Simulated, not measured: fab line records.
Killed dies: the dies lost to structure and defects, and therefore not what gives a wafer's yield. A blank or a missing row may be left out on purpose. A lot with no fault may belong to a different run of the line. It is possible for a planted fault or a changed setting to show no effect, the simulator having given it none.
Struck lot and sound lot, side by side ; flow sky130 ; 20 out of 708 route steps
Sound: wafers L950.1, L950.4, L950.5. Wafers L957.3, L957.4, L957.6 were the ones struck. The cause comes at the end.
Per side, at each step with rows, come the tool, then ch with its chambers, and then its first start. Under that, the readings that differ: sound wafers ; struck wafers ; difference of the means ; sigmas: that difference in standard deviations of wafers without a fault.
alike: words and numbers the same on both sides, and readings whose means are apart by under 2 such deviations; not compared: readings that were withheld, readings missing a value for some wafer, numbers with overlapping values and no deviation given by the record, and bounds like >300 which may hide the same value.
The two part at a step that has a row with sigmas, a row that says differs or no value, or rows on one side only. When numbers do not overlap yet have no deviation, they are printed without sigmas and do not part them. A reading that every wafer of one side lacks parts them only if that side has two wafers or more.

SKY_RES_XHIGH_STRIP_08: strips in O2/N2.
  sound on plasma_asher-01 ch 0,1, day 26 21:50; struck on plasma_asher-02 ch 0,1, day 29 10:34
  alike: drypump_motor_current_A, n2_flow_sccm, oes_product_au, strip_time_to_endpoint_s
  not compared: rf_hours_counter_h
SKY_RES_XHIGH_TW_MEAS_09:
  sound: film_metro-04 at day 26 21:56; struck: film_metro-03 at day 29 10:38
  alike: RES_XHIGH_TW
then, 7 steps without rows for these wafers: SKY_SD_N_DEHYDRATE_00 (time 60 s); SKY_SD_N_HMDS_01 (prime time 60 s); SKY_SD_N_COAT_02 (resist thk 1140 nm); SKY_SD_N_SOFTBAKE_03 (time 60 s); SKY_SD_N_EXPOSE_04 (exposes mask NSDM, target cd 380 nm); SKY_SD_N_PEB_05; SKY_SD_N_DEVELOP_06 (develop time 60 s).
SKY_SD_N_CD_MEAS_07: the cd target is 380 nm.
  sound: cd_sem-01 at day 28 02:20; struck: cd_sem-02 at day 30 13:46
  alike: cd_nm
SKY_SD_N_OVL_MEAS_08:
  sound: overlay-02 at day 28 02:28; struck: overlay-01 at day 30 13:52
  alike: SD_N_OVL
following that, these wafers have no rows for 1 step: SKY_SD_N_IMPLANT_09.
SKY_SD_N_IMPLANT_10:
  sound on implanter-03 ch 0, day 28 02:38; struck on implanter-02 ch 0, day 30 14:24
  alike: end_station_pressure_torr, faraday_current_uA, tilt_deg
SKY_SD_N_STRIP_11: strips in O2/N2.
  sound on plasma_asher-03 ch 0, day 28 02:47; struck on plasma_asher-04 ch 0,1, day 30 14:32
  alike: drypump_motor_current_A, n2_flow_sccm, oes_product_au, strip_time_to_endpoint_s
  not compared: rf_hours_counter_h
SKY_SD_N_TW_MEAS_12:
  sound: film_metro-03 at day 28 02:53; struck: film_metro-02 at day 30 14:37
  alike: SD_N_TW
then, 1 step without rows for these wafers: SKY_SD_N_CLEAN_13 (cleans in SC1/SC2, time 150 s).
SKY_SD_N_RTA_14: time 2 s.
  sound on rtp_anneal-02 ch 0, day 28 03:00; struck on rtp_anneal-01 ch 0, day 30 14:44
  alike: lamp_power_pct, wafer_temp_C_max
SKY_SD_N_RS_MEAS_16: the measuring method here is four-point-probe.
  sound: film_metro-04 at day 28 03:10; struck: film_metro-03 at day 30 15:25
reading;sound;struck;difference;sigmas
SD_N_RS (ohm/sq);68.59 68.46 68.48;65.83 65.97 65.73;-2.67;-24
SKY_SD_N_RS_MEAS_17: the measuring method here is four-point-probe.
  sound: film_metro-04 at day 28 03:17; struck: film_metro-03 at day 30 19:15
  alike: SD_P_RS
-- a jump in the record: the struck wafers' starts before and after are 17 days apart (it breaks off in module SD_N and resumes in module PAD_OPEN, where the first step shown is number 708 of the route) --
SKY_PAD_OPEN_PROBE_99:
  sound: prober-01 at day 45 20:42; struck: prober-02 at day 47 16:39
reading;sound;struck;difference;sigmas
model.etest.res_ndiff.rs_ohm_sq;122.9 122.5 121.6;118.2 118.7 117.5;-4.2;
model.etest.res_ndiff_hv.rs_ohm_sq;115.7 115.6 116;111.9 111.4 111.9;-4.0;
  alike: killed_at_M0_to_M3, killed_at_M4_up, killed_at_contacts, killed_at_front_end, killed_at_other, killed_dies, killed_open, killed_short
  not compared: model.etest.sonos_uncharged.r_on_ohm_um

## WHERE THEY PART
Within this record, at SKY_SD_N_RS_MEAS_16 only. Later steps at which nothing parts them and some readings are alike: SKY_SD_N_RS_MEAS_17, SKY_PAD_OPEN_PROBE_99.

WHY: the cause the simulator had injected
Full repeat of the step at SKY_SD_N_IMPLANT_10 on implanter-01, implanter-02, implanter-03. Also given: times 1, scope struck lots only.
